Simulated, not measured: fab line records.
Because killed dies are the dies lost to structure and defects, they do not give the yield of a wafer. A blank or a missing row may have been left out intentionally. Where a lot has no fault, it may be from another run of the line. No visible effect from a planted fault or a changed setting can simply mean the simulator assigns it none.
fab line records -- flow sky130
[record] lots = 7, wafers = 21, last-day = 50
route steps=708 shown VT_ADJUST_HVTP@93 VT_ADJUST_LVTN@97 PAD_OPEN@708
lots that met no fault: from a run of the same line without faults
start-h: hours from the record's opening day to when the first of the lot's shown wafers began -- wait-h: hours since the lot's step before -- " identical to the entry in the row above -- L1.1+2: a row that stands for several wafers -- - no value, or no start given -- * or withheld: withheld -- < > ~ a bound
route shown NAME@n: NAME is a module with steps in the file, n the number in the route of the first one -- usual: the fault-free wafers' mean and standard deviation -- same: alike in all rows -- chamber/n: place in a boat -- sites: each site's reading -- _std_site: the values' standard deviation -- _edge_site: inner sites' mean taken away from outer sites' mean -- radius-mm: for every site, how far away it sits from the centre of the wafer -- mask NAME#n: copy n -- behind: tool/chamber where the wafer was last shaped -- hold: what put the lot on hold/how long, in hours/how the hold closed -- device: which transistor (n, p or np) failed to switch -- end of line: tests run on the same wafers once the route is complete -- a step with no rows: only its recipe -- killed: dies lost to structure and defects at the first sort, not the wafer's yield -- map: per-die view of a wafer (x killed, . not killed, _ where there is no die)
set.NAME: the setting that was run; set.NAME@STEP: the one run at that earlier step -- model.NAME: the simulator's own value behind a step, which no gauge read
certain route steps with their lots: each step a table, each wafer a row
services: from which hour (start-h, from the record's first day; less than 0 if before it) a tool's chamber was out of use, for how many hours, and why
[[steps]]
[step SKY_VT_ADJUST_HVTP_OVL_MEAS_08]
[usual] VT_ADJUST_HVTP_OVL = -0.5/1.6
lot.wafer,tool,chamber,start-h,wait-h,VT_ADJUST_HVTP_OVL[nm]
L642.3,overlay-01,-,148.76,0.1,-3.7
L642.4,overlay-01,-,148.76,0.1,-3.1
L642.6,overlay-01,-,148.76,0.1,-3.0
L645.1,overlay-02,-,159.17,0.1,-1.9
L645.3,overlay-02,-,159.17,0.1,-1.3
L645.4,overlay-02,-,159.17,0.1,-1.9
L649.1,overlay-01,-,179.82,0.1,-1.6
L649.4,overlay-01,-,179.82,0.1,-1.9
L649.5,overlay-01,-,179.82,0.1,-1.0
L650.2,overlay-01,-,183.37,0.1,1.6
L650.4,overlay-01,-,183.37,0.1,2.1
L650.5,overlay-01,-,183.37,0.1,1.5
L651.1,overlay-02,-,191.07,0.1,1.6
L651.2,overlay-02,-,191.07,0.1,0.9
L651.6,overlay-02,-,191.07,0.1,-0.7
L653.4,overlay-01,-,202.53,0.1,0.6
L653.5,overlay-01,-,202.53,0.1,-1.4
L653.6,overlay-01,-,202.53,0.1,2.4
L661.2,overlay-02,-,253.45,0.1,0.6
L661.3,overlay-02,-,253.45,0.1,0.6
L661.5,overlay-02,-,253.45,0.1,3.1
[step SKY_VT_ADJUST_HVTP_IMPLANT_09]
[recipe] species = As, energy-kev = 150, dose-cm2 = 4.3e+12, tilt-deg = withheld
[step SKY_VT_ADJUST_HVTP_STRIP_10]
[recipe] chemistry = O2/N2, power-w = 1400, pressure-mtorr = 1500, platen-temp-c = withheld, o2-flow-sccm = 3000, n2-flow-sccm = 300, overash-fraction = 0.5
[usual] chamber-pressure-mTorr = 1499.8/1.3, drypump-motor-current-A = 5.5/0.39, oes-product-au = 0.716/0.0046, strip-time-to-endpoint-s = 14.17/0.05
lot.wafer,tool,chamber,start-h,wait-h,chamber-pressure-mTorr,drypump-motor-current-A,oes-product-au,rf-hours-counter-h,strip-time-to-endpoint-s
L642.3,plasma-asher-01,1,148.97,0.1,1504.9,6.0,0.724,-,14.20
L642.4,plasma-asher-01,0,148.97,0.1,1497.8,5.9,0.718,-,14.18
L642.6,plasma-asher-01,0,148.97,0.1,1498.1,5.9,0.714,-,14.20
L645.1,plasma-asher-03,1,159.35,0.1,1501.9,5.2,0.712,33,14.24
L645.3,plasma-asher-03,0,159.35,0.1,1501.3,4.9,0.714,-,14.19
L645.4,plasma-asher-03,1,159.35,0.1,1500.8,5.2,0.721,-,14.24
L649.1,plasma-asher-02,1,180.00,0.1,1497.6,5.5,0.713,52,14.13
L649.4,plasma-asher-02,1,180.00,0.1,1496.6,5.5,0.713,-,14.08
L649.5,plasma-asher-02,0,180.00,0.1,1499.8,5.8,0.716,-,14.14
L650.2,plasma-asher-03,0,183.55,0.1,1497.4,4.9,0.722,35,14.15
L650.4,plasma-asher-03,0,183.55,0.1,1499.4,4.9,0.718,-,14.17
L650.5,plasma-asher-03,0,183.55,0.1,1499.2,4.9,0.722,-,14.15
L651.1,plasma-asher-02,1,191.25,0.1,1500.4,5.5,0.710,53,14.21
L651.2,plasma-asher-02,0,191.25,0.1,1499.5,5.7,0.712,53,14.19
L651.6,plasma-asher-02,0,191.25,0.1,1501.4,5.8,0.717,-,14.22
L653.4,plasma-asher-01,1,202.74,0.1,1501.2,6.0,0.707,-,14.13
L653.5,plasma-asher-01,0,202.74,0.1,1499.5,5.9,0.719,-,14.08
L653.6,plasma-asher-01,1,202.74,0.1,1501.0,6.0,0.722,-,14.02
L661.2,plasma-asher-01,1,253.63,0.1,1498.8,6.0,0.720,58,14.23
L661.3,plasma-asher-01,1,253.63,0.1,1501.1,6.0,0.721,-,14.20
L661.5,plasma-asher-01,0,253.63,0.1,1500.4,5.9,0.713,-,14.26
[step SKY_VT_ADJUST_HVTP_TW_MEAS_11]
[usual] VT_ADJUST_HVTP_TW = 1338/6
lot.wafer,tool,chamber,start-h,wait-h,VT_ADJUST_HVTP_TW
L642.3,film-metro-02,-,149.05,0.1,1333
L642.4,film-metro-02,-,149.05,0.1,1334
L642.6,film-metro-02,-,149.05,0.1,1347
L645.1,film-metro-02,-,159.45,0.1,1335
L645.3,film-metro-02,-,159.45,0.1,1340
L645.4,film-metro-02,-,159.45,0.1,1343
L649.1,film-metro-01,-,180.10,0.1,1325
L649.4,film-metro-01,-,180.10,0.1,1332
L649.5,film-metro-01,-,180.10,0.1,1333
L650.2,film-metro-04,-,183.66,0.1,1342
L650.4,film-metro-04,-,183.66,0.1,1342
L650.5,film-metro-04,-,183.66,0.1,1349
L651.1,film-metro-01,-,191.35,0.1,1327
L651.2,film-metro-01,-,191.35,0.1,1333
L651.6,film-metro-01,-,191.35,0.1,1327
L653.4,film-metro-04,-,202.83,0.1,1354
L653.5,film-metro-04,-,202.83,0.1,1350
L653.6,film-metro-04,-,202.83,0.1,1345
L661.2,film-metro-01,-,253.74,0.1,1341
L661.3,film-metro-01,-,253.74,0.1,1341
L661.5,film-metro-01,-,253.74,0.1,1332
[step SKY_VT_ADJUST_LVTN_DEHYDRATE_00]
[recipe] temp-c = 200, time-s = 60
[step SKY_VT_ADJUST_LVTN_HMDS_01]
[recipe] prime-time-s = 60, prime-temp-c = 120
[step SKY_VT_ADJUST_LVTN_COAT_02]
[recipe] spin-rpm = 2000, resist-thk-nm = 3000
[step SKY_VT_ADJUST_LVTN_SOFTBAKE_03]
[recipe] temp-c = 110, time-s = withheld
[step SKY_VT_ADJUST_LVTN_EXPOSE_04]
[recipe] mask-id = NWM_COMPLEMENT_LESS_NATIVE, na = 0.6, source-shape = conventional, sigma-outer = 0.6, polarization = unpolarized, target-cd-nm = 840, dose-mj = 194
[step SKY_VT_ADJUST_LVTN_PEB_05]
[recipe] temp-c = 115, time-s = withheld
[step SKY_VT_ADJUST_LVTN_DEVELOP_06]
[recipe] wall-angle-deg = 90, developer = TMAH, develop-time-s = 60, dev-temp-c = 23
[step SKY_VT_ADJUST_LVTN_OVL_MEAS_07]
[usual] VT_ADJUST_LVTN_OVL = 0.3/1.4
lot.wafer,tool,chamber,start-h,wait-h,VT_ADJUST_LVTN_OVL[nm]
L642.3,overlay-02,-,168.96,-,2.4
L642.4,overlay-02,-,168.96,-,1.2
L642.6,overlay-02,-,168.96,-,0.4
L645.1,overlay-01,-,180.10,-,0.2
L645.3,overlay-01,-,180.10,-,-0.2
L645.4,overlay-01,-,180.10,-,-1.4
L649.1,overlay-01,-,201.05,-,0.3
L649.4,overlay-01,-,201.05,-,1.6
L649.5,overlay-01,-,201.05,-,0.4
L650.2,overlay-02,-,205.28,-,-0.6
L650.4,overlay-02,-,205.28,-,-1.3
L650.5,overlay-02,-,205.28,-,-4.0
L651.1,overlay-02,-,212.90,-,-1.4
L651.2,overlay-02,-,212.90,-,-2.0
L651.6,overlay-02,-,212.90,-,-2.9
L653.4,overlay-01,-,224.70,-,0.7
L653.5,overlay-01,-,224.70,-,-0.8
L653.6,overlay-01,-,224.70,-,0.6
L661.2,overlay-02,-,278.23,-,1.0
L661.3,overlay-02,-,278.23,-,-0.2
L661.5,overlay-02,-,278.23,-,1.7
[step SKY_VT_ADJUST_LVTN_IMPLANT_08]
[recipe] species = B, energy-kev = 30, dose-cm2 = 1.57e+12, tilt-deg = withheld
[usual] dose-ions-cm2 = 1.5697e+12/1.8e+09, faraday-current-uA = 8.85/0.18
lot.wafer,tool,chamber,start-h,wait-h,dose-ions-cm2,faraday-current-uA
L642.3,implanter-02,0,169.03,0.1,1.5697e+12,8.94
L642.4,implanter-02,0,169.03,0.1,1.5706e+12,8.73
L642.6,implanter-02,0,169.03,0.1,1.5725e+12,8.80
L645.1,implanter-03,0,180.14,0.0,1.5691e+12,8.70
L645.3,implanter-03,0,180.14,0.0,1.5727e+12,8.72
L645.4,implanter-03,0,180.14,0.0,1.5725e+12,8.74
L649.1,implanter-02,0,201.09,0.0,1.04e+12,5.77
L649.4,implanter-02,0,201.09,0.0,1.0375e+12,5.82
L649.5,implanter-02,0,201.09,0.0,1.0402e+12,5.83
L650.2,implanter-02,0,205.34,0.0,1.037e+12,6.00
L650.4,implanter-02,0,205.34,0.0,1.0383e+12,5.93
L650.5,implanter-02,0,205.34,0.0,1.04e+12,5.95
L651.1,implanter-02,0,212.94,0.0,1.042e+12,5.78
L651.2,implanter-02,0,212.94,0.0,1.0398e+12,5.74
L651.6,implanter-02,0,212.94,0.0,1.041e+12,5.80
L653.4,implanter-01,0,224.79,0.1,1.5694e+12,8.70
L653.5,implanter-01,0,224.79,0.1,1.5673e+12,9.00
L653.6,implanter-01,0,224.79,0.1,1.567e+12,8.59
L661.2,implanter-01,0,278.29,0.0,1.5711e+12,8.97
L661.3,implanter-01,0,278.29,0.0,1.5699e+12,8.99
L661.5,implanter-01,0,278.29,0.0,1.5708e+12,9.03
[step SKY_VT_ADJUST_LVTN_STRIP_09]
[recipe] chemistry = O2/N2, power-w = 1400, pressure-mtorr = 1500, platen-temp-c = withheld, o2-flow-sccm = 3000, n2-flow-sccm = 300, overash-fraction = 0.5
[usual] chamber-pressure-mTorr = 1499.9/1.3, drypump-motor-current-A = 5.6/0.4, oes-product-au = 0.722/0.0045, strip-time-to-endpoint-s = 36.92/0.11
lot.wafer,tool,chamber,start-h,wait-h,chamber-pressure-mTorr,drypump-motor-current-A,oes-product-au,rf-hours-counter-h,strip-time-to-endpoint-s
L642.3,plasma-asher-01,0,169.16,0.1,1499.0,6.0,0.725,-,36.94
L642.4,plasma-asher-01,1,169.16,0.1,1499.1,6.0,0.724,-,37.07
L642.6,plasma-asher-01,1,169.16,0.1,1500.0,6.0,0.729,-,36.91
L645.1,plasma-asher-03,0,180.29,0.1,1500.3,4.9,0.727,35,36.72
L645.3,plasma-asher-03,0,180.29,0.1,1500.5,4.9,0.721,-,36.78
L645.4,plasma-asher-03,1,180.29,0.1,1498.6,5.2,0.715,-,36.74
L649.1,plasma-asher-01,0,201.24,0.1,1500.4,5.9,0.729,53,36.81
L649.4,plasma-asher-01,1,201.24,0.1,1500.7,5.9,0.714,-,36.77
L649.5,plasma-asher-01,1,201.24,0.1,1499.5,6.0,0.724,-,36.87
L650.2,plasma-asher-01,0,205.46,0.1,1501.1,6.0,0.719,53,36.82
L650.4,plasma-asher-01,0,205.46,0.1,1500.1,5.9,0.727,-,36.89
L650.5,plasma-asher-01,1,205.46,0.1,1497.9,6.0,0.717,-,36.85
L651.1,plasma-asher-04,1,213.09,0.1,1498.6,5.6,0.718,10,37.00
L651.2,plasma-asher-04,0,213.09,0.1,1499.4,5.6,0.723,10,36.89
L651.6,plasma-asher-04,1,213.09,0.1,1498.6,5.6,0.723,-,37.00
L653.4,plasma-asher-03,0,224.90,0.1,1498.1,4.9,0.718,-,36.93
L653.5,plasma-asher-03,1,224.90,0.1,1501.0,5.2,0.729,-,36.91
L653.6,plasma-asher-03,0,224.90,0.1,1499.6,4.9,0.718,-,36.88
L661.2,plasma-asher-03,1,278.41,0.1,1498.2,5.2,0.719,44,37.03
L661.3,plasma-asher-03,1,278.41,0.1,1500.9,5.2,0.719,-,37.11
L661.5,plasma-asher-03,1,278.41,0.1,1498.7,5.2,0.725,-,37.08
[step SKY_VT_ADJUST_LVTN_TW_MEAS_10]
[usual] VT_ADJUST_LVTN_TW = 238.6/1
lot.wafer,tool,chamber,start-h,wait-h,VT_ADJUST_LVTN_TW
L642.3,film-metro-02,-,169.25,0.1,238.9
L642.4,film-metro-02,-,169.25,0.1,238.0
L642.6,film-metro-02,-,169.25,0.1,238.5
L645.1,film-metro-04,-,180.39,0.1,238.0
L645.3,film-metro-04,-,180.39,0.1,240.3
L645.4,film-metro-04,-,180.39,0.1,238.8
L649.1,film-metro-04,-,201.34,0.1,212.6
L649.4,film-metro-04,-,201.34,0.1,212.0
L649.5,film-metro-04,-,201.34,0.1,213.3
L650.2,film-metro-03,-,205.57,0.1,211.9
L650.4,film-metro-03,-,205.57,0.1,212.1
L650.5,film-metro-03,-,205.57,0.1,212.8
L651.1,film-metro-04,-,213.19,0.1,213.6
L651.2,film-metro-04,-,213.19,0.1,213.8
L651.6,film-metro-04,-,213.19,0.1,213.1
L653.4,film-metro-04,-,224.99,0.1,238.7
L653.5,film-metro-04,-,224.99,0.1,240.6
L653.6,film-metro-04,-,224.99,0.1,239.8
L661.2,film-metro-04,-,278.52,0.1,237.3
L661.3,film-metro-04,-,278.52,0.1,239.3
L661.5,film-metro-04,-,278.52,0.1,237.8
[step SKY_VT_ADJUST_LVTN_DEHYDRATE_11]
[recipe] temp-c = 200, time-s = 60
[step SKY_PAD_OPEN_PROBE_99]
[usual] killed_at_M0_to_M3 = 43/7.3, killed_at_M4_up = 3.6/1.9, killed-at-contacts = 23/5.3, killed-at-front-end = 15/4.5, killed-at-other = 0.3/0.72, killed-dies = 85/9.4, killed-open = 46/6.7, killed-short = 38/6.8
[same] gross-dies = 492, killed-at-back-side = 0
lot.wafer,tool,chamber,start-h,wait-h,killed_at_M0_to_M3,killed_at_M4_up,killed-at-contacts,killed-at-front-end,killed-at-other,killed-dies,killed-open,killed-short,model.etest.nfet_01v8_lvt.vt-sat-v,model.etest.nfet_01v8_lvt.vt-long-v,model.etest.nfet_01v8_lvt.body-rise-v,model.etest.nfet_01v8.body-rise-v
L642.3,prober-02,-,1103.57,0.2,44,4,27,10,1,86,51,34,0.5375,0.4389,0.1452,0.1796
L642.4,prober-02,-,1103.62,0.2,43,6,23,15,0,87,42,45,0.5398,0.4395,0.1503,0.182
L642.6,prober-02,-,1103.72,0.2,42,2,22,20,0,86,41,45,0.5397,0.4373,0.1481,0.1831
L645.1,prober-02,-,1112.87,0.1,39,3,24,17,0,83,52,31,0.5323,0.4403,0.1438,0.177
L645.3,prober-02,-,1112.97,0.2,40,1,31,16,0,88,46,42,0.5371,0.4467,0.1446,0.1798
L645.4,prober-02,-,1113.02,0.2,50,3,25,11,1,90,50,40,0.5223,0.4351,0.1444,0.1746
L649.1,prober-02,-,1134.22,0.1,29,6,13,10,0,58,33,25,0.5244,0.4249,0.1334,0.1737
L649.4,prober-02,-,1134.37,0.2,43,7,23,10,0,83,46,37,0.5175,0.4315,0.1362,0.175
L649.5,prober-02,-,1134.42,0.2,30,1,31,10,1,73,46,27,0.5212,0.4264,0.1342,0.1734
L650.2,prober-01,-,1141.82,0.1,47,2,19,26,0,94,45,49,0.5175,0.4197,0.1346,0.1712
L650.4,prober-01,-,1141.92,0.2,52,3,19,17,0,91,49,42,0.5008,0.4205,0.1372,0.1738
L650.5,prober-01,-,1141.97,0.2,47,4,15,21,0,87,46,41,0.5014,0.417,0.1369,0.1719
L651.1,prober-02,-,1163.91,0.1,47,2,33,9,0,91,50,41,0.5142,0.4355,0.1389,0.1768
L651.2,prober-02,-,1163.96,0.1,35,4,29,10,0,78,51,26,0.5198,0.4285,0.1369,0.1742
L651.6,prober-02,-,1164.16,0.2,34,7,23,10,0,74,40,33,0.5077,0.4301,0.1388,0.1774
L653.4,prober-02,-,1168.52,0.2,39,3,21,21,0,84,47,37,0.5459,0.4417,0.1451,0.1787
L653.5,prober-02,-,1168.57,0.2,42,5,18,24,0,89,45,44,0.5414,0.441,0.1463,0.1802
L653.6,prober-02,-,1168.62,0.2,39,2,15,21,1,78,48,30,0.5339,0.4379,0.1448,0.1784
L661.2,prober-02,-,1190.56,0.1,47,7,15,19,0,88,44,44,0.5464,0.4415,0.1514,0.1835
L661.3,prober-02,-,1190.61,0.2,45,4,26,16,0,91,48,43,0.5395,0.4408,0.1502,0.1815
L661.5,prober-02,-,1190.71,0.2,38,2,20,17,0,77,52,25,0.5283,0.4406,0.1516,0.186
// killed by level:class
L642.3 LI_CONTACT:geometric-particle:open=9 VIA2:geometric-particle:open=8 CONTACT:geometric-particle:open=8 VIA1:geometric-particle:open=6 LI_CONTACT:geometric-particle:short=5 METAL1:geometric-particle:short=5 LOCAL_INTERCONNECT:geometric-particle:short=5 VIA3:geometric-particle:open=5
L642.4 VIA1:geometric-particle:open=12 METAL2:geometric-particle:short=8 LI_CONTACT:geometric-particle:open=7 LOCAL_INTERCONNECT:geometric-particle:short=7 VIA2:geometric-particle:open=5 CONTACT:geometric-particle:open=5 FIELD_ISO:geometric-particle:short=4 POLY_GATE:geometric-particle:open=4
L642.6 VIA2:geometric-particle:open=7 LI_CONTACT:geometric-particle:open=7 CONTACT:geometric-particle:open=7 VIA1:geometric-particle:short=7 VIA1:geometric-particle:open=6 FIELD_ISO:geometric-particle:short=5 METAL2:geometric-particle:short=5 FIELD_ISO:geometric-particle:open=4
L645.1 CONTACT:geometric-particle:open=14 VIA1:geometric-particle:open=8 VIA3:geometric-particle:open=6 VIA2:geometric-particle:open=5 FIELD_ISO:geometric-particle:open=5 METAL1:geometric-particle:short=5 LI_CONTACT:geometric-particle:open=4 FIELD_ISO:geometric-particle:short=4
L645.3 VIA1:geometric-particle:open=11 CONTACT:geometric-particle:short=9 CONTACT:geometric-particle:open=7 LI_CONTACT:geometric-particle:open=6 VIA3:geometric-particle:short=6 FIELD_ISO:geometric-particle:short=5 METAL1:geometric-particle:short=5 LI_CONTACT:geometric-particle:short=4
L645.4 VIA1:geometric-particle:open=13 VIA3:geometric-particle:open=10 CONTACT:geometric-particle:open=10 CONTACT:geometric-particle:short=7 VIA1:geometric-particle:short=6 LI_CONTACT:geometric-particle:open=6 METAL2:geometric-particle:short=6 FIELD_ISO:geometric-particle:short=4
L649.1 METAL2:geometric-particle:short=8 VIA1:geometric-particle:open=7 LI_CONTACT:geometric-particle:open=6 VIA3:geometric-particle:open=6 POLY_GATE:geometric-particle:open=4 METAL4:geometric-particle:short=4 FIELD_ISO:geometric-particle:short=3 VIA3:geometric-particle:short=3
L649.4 VIA1:geometric-particle:open=14 CONTACT:geometric-particle:open=11 METAL2:geometric-particle:short=6 METAL4:geometric-particle:short=6 CONTACT:geometric-particle:short=5 VIA3:geometric-particle:open=4 POLY_GATE:geometric-particle:open=4 LI_CONTACT:geometric-particle:open=4
L649.5 LI_CONTACT:geometric-particle:open=11 CONTACT:geometric-particle:open=10 VIA1:geometric-particle:open=8 LI_CONTACT:geometric-particle:short=5 METAL2:geometric-particle:short=5 METAL1:geometric-particle:short=4 VIA2:geometric-particle:open=4 VIA3:geometric-particle:open=4
L650.2 VIA1:geometric-particle:short=9 VIA2:geometric-particle:open=9 VIA3:geometric-particle:open=8 FIELD_ISO:geometric-particle:short=7 FIELD_ISO:geometric-particle:open=7 CONTACT:geometric-particle:open=6 POLY_GATE:geometric-particle:short=5 LOCAL_INTERCONNECT:geometric-particle:short=5
L650.4 VIA1:geometric-particle:open=10 METAL1:geometric-particle:short=8 CONTACT:geometric-particle:open=7 VIA2:geometric-particle:open=7 VIA3:geometric-particle:open=6 FIELD_ISO:geometric-particle:open=4 FIELD_ISO:geometric-particle:short=4 POLY_GATE:geometric-particle:open=4
L650.5 VIA1:geometric-particle:open=11 VIA3:geometric-particle:open=7 CONTACT:geometric-particle:open=6 METAL1:geometric-particle:short=6 FIELD_ISO:geometric-particle:open=5 VIA2:geometric-particle:short=5 FIELD_ISO:geometric-particle:short=4 SPACER:geometric-particle:open=4
L651.1 CONTACT:geometric-particle:open=12 VIA1:geometric-particle:open=11 METAL1:geometric-particle:short=10 VIA3:geometric-particle:open=9 LI_CONTACT:geometric-particle:open=7 VIA1:geometric-particle:short=6 LOCAL_INTERCONNECT:geometric-particle:short=5 CONTACT:geometric-particle:short=5
L651.2 CONTACT:geometric-particle:open=17 VIA1:geometric-particle:open=9 VIA3:geometric-particle:open=7 LI_CONTACT:geometric-particle:open=5 CONTACT:geometric-particle:short=5 VIA1:geometric-particle:short=3 VIA2:geometric-particle:open=3 METAL2:geometric-particle:short=3
L651.6 CONTACT:geometric-particle:open=11 VIA1:geometric-particle:open=9 LOCAL_INTERCONNECT:geometric-particle:short=7 VIA2:geometric-particle:open=5 VIA3:geometric-particle:open=5 METAL2:geometric-particle:short=4 VIA3:geometric-particle:short=4 METAL4:geometric-particle:short=4
L653.4 VIA1:geometric-particle:open=11 CONTACT:geometric-particle:open=9 FIELD_ISO:geometric-particle:short=6 LI_CONTACT:geometric-particle:open=6 FIELD_ISO:geometric-particle:open=5 POLY_GATE:geometric-particle:short=5 VIA2:geometric-particle:open=5 VIA2:geometric-particle:short=5
L653.5 VIA1:geometric-particle:open=8 FIELD_ISO:geometric-particle:short=7 FIELD_ISO:geometric-particle:open=7 VIA2:geometric-particle:open=6 LI_CONTACT:geometric-particle:short=5 POLY_GATE:geometric-particle:short=5 CONTACT:geometric-particle:open=5 VIA2:geometric-particle:short=5
L653.6 VIA1:geometric-particle:open=8 POLY_GATE:geometric-particle:open=7 VIA2:geometric-particle:open=7 FIELD_ISO:geometric-particle:open=6 CONTACT:geometric-particle:open=6 METAL2:geometric-particle:short=6 FIELD_ISO:geometric-particle:short=4 VIA3:geometric-particle:open=4
L661.2 VIA1:geometric-particle:open=8 FIELD_ISO:geometric-particle:short=7 LI_CONTACT:geometric-particle:open=6 METAL1:geometric-particle:short=6 VIA3:geometric-particle:short=5 POLY_GATE:geometric-particle:open=5 METAL2:geometric-particle:short=5 VIA2:geometric-particle:open=5
L661.3 CONTACT:geometric-particle:open=10 VIA1:geometric-particle:open=10 VIA3:geometric-particle:open=7 LI_CONTACT:geometric-particle:open=6 LOCAL_INTERCONNECT:geometric-particle:short=6 VIA1:geometric-particle:short=6 VIA2:geometric-particle:open=6 FIELD_ISO:geometric-particle:open=5
L661.5 VIA1:geometric-particle:open=12 FIELD_ISO:geometric-particle:open=8 LI_CONTACT:geometric-particle:open=7 CONTACT:geometric-particle:open=7 VIA2:geometric-particle:open=6 FIELD_ISO:geometric-particle:short=4 METAL1:geometric-particle:short=3 CONTACT:geometric-particle:short=3
[[services]]
tool,chamber,start-h,hours,kind
implanter-01,-,125.80,0.8,repair
plasma-asher-03,-,131.21,14.6,pm
implanter-01,-,149.44,15.7,pm
implanter-03,-,154.36,5.4,pm
plasma-asher-03,-,155.23,1.2,repair
plasma-asher-03,-,156.31,2.3,repair
implanter-03,-,166.89,2.1,repair
implanter-01,-,178.81,3.4,repair
plasma-asher-02,-,183.08,1.3,repair
implanter-01,-,188.03,0.9,repair
plasma-asher-02,-,192.57,2.1,repair
implanter-02,-,197.42,2.1,repair
implanter-01,-,204.37,0.5,repair
plasma-asher-03,-,220.43,4.1,repair
implanter-03,-,241.00,1.8,repair
implanter-01,-,248.10,2.3,repair
plasma-asher-02,-,253.98,0.7,repair
plasma-asher-04,-,260.05,2.1,repair
plasma-asher-03,-,261.82,1.4,repair
implanter-03,-,263.39,1.2,repair
implanter-01,-,265.62,8.4,repair
[[key]]
[first-sign] step = SKY_VT_ADJUST_LVTN_IMPLANT_08, reading = dose-ions-cm2, direction = down, sigmas = 99+, usual = *, struck = *
[effect] step = SKY_VT_ADJUST_LVTN_IMPLANT_08, reading = faraday-current-uA, direction = down, sigmas = 17, usual = 8.85, struck = 5.85
[effect] step = SKY_VT_ADJUST_LVTN_TW_MEAS_10, reading = VT_ADJUST_LVTN_TW, direction = down, sigmas = 25, usual = 238.6, struck = 212.8
[model-effect] step = SKY_PAD_OPEN_PROBE_99, value = etest.nfet_01v8_lvt.vt-sat-v, without = 0.5356, struck = 0.5138
met-at SKY_VT_ADJUST_LVTN_IMPLANT_08
struck-wafers L649.1,L649.4,L649.5,L650.2,L650.4,L650.5,L651.1,L651.2,L651.6
tester-left-out L649,L650,L651
onset-between 169.03 201.09
[fault] kind = process-parameter-drift, tool = implanter-02, chamber = -, onset-h = 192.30, steps = SKY_VT_ADJUST_LVTN_IMPLANT_08, channel = dose-cm2, offset = *, shape = step, end-h = 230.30, acts-in = *, stated = *
// tester-left-out: of these lots the tester's yield and bins aren't shown, on N5 and GAA mostly nor the transistor test; their killed dies are dies lost to structure and defects alone, not to doping, threshold or leakage, so they don't give the yield
